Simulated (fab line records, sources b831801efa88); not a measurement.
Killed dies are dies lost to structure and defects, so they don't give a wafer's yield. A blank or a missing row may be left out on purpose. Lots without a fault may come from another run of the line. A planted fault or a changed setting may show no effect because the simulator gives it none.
fab line records | flow sky130
record lots=13 wafers=39 last_day=50
route steps=708 shown NWELL@34 VT_ADJUST_LVTN@101 PAD_OPEN@708
lots that met no fault: from a run of the same line without faults
start_h: hours from the record's first day to the start of the lot's first wafer shown | wait_h: hours since the lot's step before | " the same as in the row above | L1.1+2: a row that stands for several wafers | - no value, or no start given | * or withheld: withheld | < > ~ a bound
route shown NAME@n: a module of which the file shows steps, and the number in the route of the first | usual: mean/standard deviation of fault-free wafers | same: alike in all rows | chamber/n: place in a boat | sites: the reading at each site | _std_site: their standard deviation | _edge_site: outer sites' mean less inner sites' | radius_mm: how far each site lies from the wafer's centre | mask NAME#n: copy n | behind: the tool/chamber that last shaped the wafer | hold: why the lot was held/for how many hours/how that ended | device: the transistor (n, p or np) that didn't switch | end of line: the same wafers' tests at the end of the route | a step without rows: its recipe alone | killed: dies lost to structure and defects at the first sort, not the wafer's yield | map: a wafer's dies, x killed, . not, _ none there
set.NAME: the setting as run; set.NAME@STEP: as run at that earlier step | model.NAME: the simulator's own value behind a step, which no gauge read
steps of the route over a sample of lots; a table a step, a row a wafer
services: from which hour (start_h, from the record's first day; less than 0 if before it) a tool's chamber was out of use, for how many hours, and why
## steps
# step SKY_NWELL_THK_MEAS_02
# recipe reads=SiO2_of_NWELL_OXIDATION_01
# usual NWELL_OXIDATION_THK=10.02/0.21
# columns lot.wafer tool chamber start_h wait_h NWELL_OXIDATION_THK[nm]
L390.1 film_metro-04 - 58.20 0.0 10.28
L390.2 " - " " 10.31
L390.4 " - " " 10.48
L391.1 film_metro-02 - 58.20 0.0 9.74
L391.2 " - " " 9.80
L391.5 " - " " 9.87
L392.2 film_metro-02 - 62.28 0.0 10.12
L392.4 " - " " 10.20
L392.5 " - " " 10.01
L393.1 film_metro-02 - 62.33 0.1 10.29
L393.2 " - " " 10.26
L393.5 " - " " 10.26
L395.1 film_metro-04 - 71.87 0.0 10.05
L395.3 " - " " 10.25
L395.4 " - " " 9.97
L397.1 film_metro-03 - 84.52 0.0 9.99
L397.2 " - " " 10.02
L397.4 " - " " 9.97
L398.1 film_metro-04 - 84.52 0.0 10.03
L398.2 " - " " 10.24
L398.6 " - " " 10.07
L399.4 film_metro-03 - 89.82 0.0 10.36
L399.5 " - " " 10.20
L399.6 " - " " 10.34
L402.3 film_metro-03 - 103.53 0.0 9.83
L402.4 " - " " 10.05
L402.6 " - " " 9.98
L403.2 film_metro-04 - 112.40 0.0 9.91
L403.5 " - " " 9.91
L403.6 " - " " 9.88
L405.3 film_metro-03 - 121.78 0.0 10.10
L405.4 " - " " 10.19
L405.6 " - " " 10.05
L410.2 film_metro-02 - 151.42 0.0 10.06
L410.4 " - " " 10.12
L410.6 " - " " 10.07
L412.1 film_metro-04 - 156.82 0.0 9.72
L412.3 " - " " 9.88
L412.6 " - " " 9.65
# step SKY_VT_ADJUST_LVTN_EXPOSE_04
# recipe mask_id=NWM_COMPLEMENT_LESS_NATIVE na=0.6 source_shape=conventional sigma_outer=0.6 polarization=unpolarized target_cd_nm=840 dose_mj=194
# usual exposure_dose_mJ_cm2=194.00/0.19
# columns lot.wafer tool chamber start_h wait_h mask exposure_dose_mJ_cm2
L390.1 iline_stepper-01 0 155.53 - NWM_COMPLEMENT_LESS_NATIVE#0 193.67
L390.2 " 0 " " NWM_COMPLEMENT_LESS_NATIVE#0 194.13
L390.4 " 0 " " NWM_COMPLEMENT_LESS_NATIVE#0 194.14
L391.1 iline_stepper-02 0 156.20 - NWM_COMPLEMENT_LESS_NATIVE#0 194.02
L391.2 " 0 " " NWM_COMPLEMENT_LESS_NATIVE#0 194.03
L391.5 " 0 " " NWM_COMPLEMENT_LESS_NATIVE#0 194.22
L392.2 iline_stepper-02 0 160.70 - NWM_COMPLEMENT_LESS_NATIVE#0 194.20
L392.4 " 0 " " NWM_COMPLEMENT_LESS_NATIVE#0 193.88
L392.5 " 0 " " NWM_COMPLEMENT_LESS_NATIVE#0 193.93
L393.1 iline_stepper-01 0 163.30 - NWM_COMPLEMENT_LESS_NATIVE#0 194.02
L393.2 " 0 " " NWM_COMPLEMENT_LESS_NATIVE#0 194.16
L393.5 " 0 " " NWM_COMPLEMENT_LESS_NATIVE#0 194.17
L395.1 iline_stepper-02 0 175.03 - NWM_COMPLEMENT_LESS_NATIVE#0 193.89
L395.3 " 0 " " NWM_COMPLEMENT_LESS_NATIVE#0 194.10
L395.4 " 0 " " NWM_COMPLEMENT_LESS_NATIVE#0 193.99
L397.1 iline_stepper-01 0 191.08 - NWM_COMPLEMENT_LESS_NATIVE#0 194.36
L397.2 " 0 " " NWM_COMPLEMENT_LESS_NATIVE#0 193.99
L397.4 " 0 " " NWM_COMPLEMENT_LESS_NATIVE#0 194.02
L398.1 iline_stepper-02 0 191.58 - NWM_COMPLEMENT_LESS_NATIVE#0 194.20
L398.2 " 0 " " NWM_COMPLEMENT_LESS_NATIVE#0 194.04
L398.6 " 0 " " NWM_COMPLEMENT_LESS_NATIVE#0 193.76
L399.4 iline_stepper-01 0 197.19 - NWM_COMPLEMENT_LESS_NATIVE#0 186.45
L399.5 " 0 " " NWM_COMPLEMENT_LESS_NATIVE#0 186.70
L399.6 " 0 " " NWM_COMPLEMENT_LESS_NATIVE#0 186.39
L402.3 iline_stepper-01 0 216.82 - NWM_COMPLEMENT_LESS_NATIVE#0 186.63
L402.4 " 0 " " NWM_COMPLEMENT_LESS_NATIVE#0 186.76
L402.6 " 0 " " NWM_COMPLEMENT_LESS_NATIVE#0 186.76
L403.2 iline_stepper-01 0 224.54 - NWM_COMPLEMENT_LESS_NATIVE#0 186.41
L403.5 " 0 " " NWM_COMPLEMENT_LESS_NATIVE#0 186.47
L403.6 " 0 " " NWM_COMPLEMENT_LESS_NATIVE#0 186.67
L405.3 iline_stepper-02 0 237.07 - NWM_COMPLEMENT_LESS_NATIVE#0 193.57
L405.4 " 0 " " NWM_COMPLEMENT_LESS_NATIVE#0 193.59
L405.6 " 0 " " NWM_COMPLEMENT_LESS_NATIVE#0 193.74
L410.2 iline_stepper-02 0 273.28 - NWM_COMPLEMENT_LESS_NATIVE#0 194.09
L410.4 " 0 " " NWM_COMPLEMENT_LESS_NATIVE#0 194.47
L410.6 " 0 " " NWM_COMPLEMENT_LESS_NATIVE#0 194.08
L412.1 iline_stepper-02 0 279.73 - NWM_COMPLEMENT_LESS_NATIVE#0 193.97
L412.3 " 0 " " NWM_COMPLEMENT_LESS_NATIVE#0 194.41
L412.6 " 0 " " NWM_COMPLEMENT_LESS_NATIVE#0 194.47
# step SKY_VT_ADJUST_LVTN_TW_MEAS_10
# usual VT_ADJUST_LVTN_TW=239.4/1.3
# columns lot.wafer tool chamber start_h wait_h VT_ADJUST_LVTN_TW
L390.1 film_metro-01 - 165.71 0.1 240.8
L390.2 " - " " 239.6
L390.4 " - " " 240.9
L391.1 film_metro-02 - 165.89 0.1 239.5
L391.2 " - " " 240.5
L391.5 " - " " 240.4
L392.2 film_metro-02 - 171.00 0.1 239.3
L392.4 " - " " 241.2
L392.5 " - " " 240.6
L393.1 film_metro-01 - 173.01 0.1 239.7
L393.2 " - " " 239.8
L393.5 " - " " 239.4
L395.1 film_metro-01 - 185.44 0.1 240.1
L395.3 " - " " 240.3
L395.4 " - " " 240.6
L397.1 film_metro-02 - 202.46 0.1 236.6
L397.2 " - " " 237.1
L397.4 " - " " 238.3
L398.1 film_metro-02 - 202.94 0.1 236.6
L398.2 " - " " 238.1
L398.6 " - " " 237.4
L399.4 film_metro-04 - 208.19 0.1 238.4
L399.5 " - " " 239.8
L399.6 " - " " 239.7
L402.3 film_metro-01 - 228.13 0.1 240.1
L402.4 " - " " 237.6
L402.6 " - " " 240.5
L403.2 film_metro-01 - 235.55 0.1 239.2
L403.5 " - " " 240.2
L403.6 " - " " 239.9
L405.3 film_metro-04 - 248.26 0.1 238.8
L405.4 " - " " 239.1
L405.6 " - " " 238.3
L410.2 film_metro-04 - 285.57 0.1 237.9
L410.4 " - " " 237.4
L410.6 " - " " 238.5
L412.1 film_metro-02 - 291.86 0.1 239.8
L412.3 " - " " 239.8
L412.6 " - " " 239.7
# step SKY_VT_ADJUST_LVTN_STRIP_20
# recipe chemistry=O2/N2 power_w=1400 pressure_mtorr=1500 platen_temp_c=withheld o2_flow_sccm=3000 n2_flow_sccm=300 overash_fraction=0.5
# usual drypump_motor_current_A=5.6/0.5 oes_product_au=0.715/0.0042 strip_time_to_endpoint_s=14.19/0.046
# columns lot.wafer tool chamber start_h wait_h drypump_motor_current_A oes_product_au rf_hours_counter_h strip_time_to_endpoint_s
L390.1 plasma_asher-01 1 186.54 0.1 5.6 0.718 39 14.29
L390.2 " 0 " " 6.2 0.710 39 14.21
L390.4 " 0 " " 6.1 0.711 - 14.22
L391.1 plasma_asher-03 0 186.84 0.1 5.2 0.721 7 14.22
L391.2 " 1 " " 5.4 0.710 7 14.28
L391.5 " 0 " " 5.3 0.722 - 14.23
L392.2 plasma_asher-03 0 192.26 0.1 5.3 0.711 7 14.16
L392.4 " 1 " " 5.4 0.720 - 14.19
L392.5 " 1 " " 5.4 0.718 - 14.19
L393.1 plasma_asher-01 0 193.79 0.1 6.2 0.718 39 14.18
L393.2 " 1 " " 5.6 0.715 39 14.18
L393.5 " 1 " " 5.6 0.710 - 14.23
L395.1 plasma_asher-03 1 207.11 0.1 5.4 0.713 9 14.13
L395.3 " 0 " " 5.3 0.712 - 14.15
L395.4 " 1 " " 5.4 0.708 - 14.12
L397.1 plasma_asher-03 0 224.01 0.1 5.3 0.713 10 14.16
L397.2 " 1 " " 5.4 0.714 10 14.10
L397.4 " 1 " " 5.4 0.722 - 14.17
L398.1 plasma_asher-01 0 224.89 0.1 6.2 0.715 43 14.16
L398.2 " 1 " " 5.6 0.713 43 14.21
L398.6 " 1 " " 5.6 0.717 - 14.15
L399.4 plasma_asher-04 1 230.95 0.1 4.8 0.713 - 14.16
L399.5 " 1 " " 4.8 0.719 - 14.11
L399.6 " 0 " " 6.3 0.719 - 14.12
L402.3 plasma_asher-04 1 250.75 0.1 4.8 0.719 - 14.24
L402.4 " 0 " " 6.2 0.714 - 14.19
L402.6 " 1 " " 4.8 0.715 - 14.23
L403.2 plasma_asher-01 0 258.61 0.1 6.2 0.713 46 14.13
L403.5 " 1 " " 5.6 0.713 - 14.20
L403.6 " 0 " " 6.1 0.720 - 14.20
L405.3 plasma_asher-04 1 271.22 0.1 4.8 0.721 - 14.18
L405.4 " 0 " " 6.2 0.713 - 14.21
L405.6 " 0 " " 6.2 0.714 - 14.17
L410.2 plasma_asher-03 0 308.59 0.1 5.3 0.716 19 14.19
L410.4 " 1 " " 5.5 0.720 - 14.22
L410.6 " 1 " " 5.4 0.710 - 14.27
L412.1 plasma_asher-03 1 315.69 0.1 5.4 0.713 19 14.24
L412.3 " 1 " " 5.4 0.716 - 14.20
L412.6 " 1 " " 5.4 0.713 - 14.17
# step SKY_PAD_OPEN_PROBE_99
# usual killed_at_M0_to_M3=43/7.1 killed_at_M4_up=3.0/1.6 killed_at_contacts=24/5.3 killed_at_front_end=16/4.1 killed_at_other=0.5/0.82 killed_dies=86/9.4 killed_open=46/6.9 killed_short=39/6.5
# same gross_dies=492 killed_at_back_side=0
# columns lot.wafer tool chamber start_h wait_h killed_at_M0_to_M3 killed_at_M4_up killed_at_contacts killed_at_front_end killed_at_other killed_dies killed_open killed_short
L403.2 prober-01 - 1162.34 0.1 51 2 32 13 0 98 50 48
L403.5 prober-01 - 1162.49 0.2 47 6 18 20 1 92 50 42
L403.6 prober-01 - 1162.54 0.2 60 0 23 28 0 111 57 54
# killed by level:class
L403.2 CONTACT:geometric_particle:open=9 LI_CONTACT:geometric_particle:open=9 METAL1:geometric_particle:short=9 VIA3:geometric_particle:open=8 VIA1:geometric_particle:open=7 VIA2:geometric_particle:open=7 VIA1:geometric_particle:short=6 VIA3:geometric_particle:short=6
L403.5 VIA2:geometric_particle:open=10 CONTACT:geometric_particle:open=9 VIA1:geometric_particle:open=7 POLY_GATE:geometric_particle:short=6 METAL4:geometric_particle:short=6 VIA3:geometric_particle:open=6 VIA1:geometric_particle:short=5 FIELD_ISO:geometric_particle:short=4
L403.6 POLY_GATE:geometric_particle:open=9 VIA1:geometric_particle:open=9 VIA2:geometric_particle:open=9 METAL2:geometric_particle:short=8 VIA1:geometric_particle:short=7 CONTACT:geometric_particle:short=7 CONTACT:geometric_particle:open=7 POLY_GATE:geometric_particle:short=6
## services
# columns tool chamber start_h hours kind
iline_stepper-01 - 145.74 1.7 pm
plasma_asher-04 - 215.17 0.7 repair
plasma_asher-03 - 217.35 1.6 repair
iline_stepper-02 - 288.37 3.2 repair
iline_stepper-02 - 293.47 4.4 pm
iline_stepper-01 0 306.93 - calibration
## key
first_sign step=SKY_VT_ADJUST_LVTN_EXPOSE_04 reading=exposure_dose_mJ_cm2 direction=down sigmas=40 usual=* struck=*
effect none on later readings
met_at SKY_VT_ADJUST_LVTN_EXPOSE_04
struck_lots L399,L402,L403
tester_left_out L399,L402,L403
not_acting_at SKY_NWELL_THK_MEAS_02,SKY_VT_ADJUST_LVTN_TW_MEAS_10,SKY_VT_ADJUST_LVTN_STRIP_20
onset_between 191.08 197.19
fault kind=process_parameter_drift tool=iline_stepper-01 chamber=- onset_h=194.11 steps=SKY_VT_ADJUST_LVTN_EXPOSE_04 channel=dose_mj offset=-7.3414 shape=step acts_in=these_recipes_only stated=194
# tester_left_out: of these lots the tester's yield and bins aren't shown, on N5 and GAA mostly nor the transistor test; their killed dies are dies lost to structure and defects alone, not to doping, threshold or leakage, so they don't give the yield
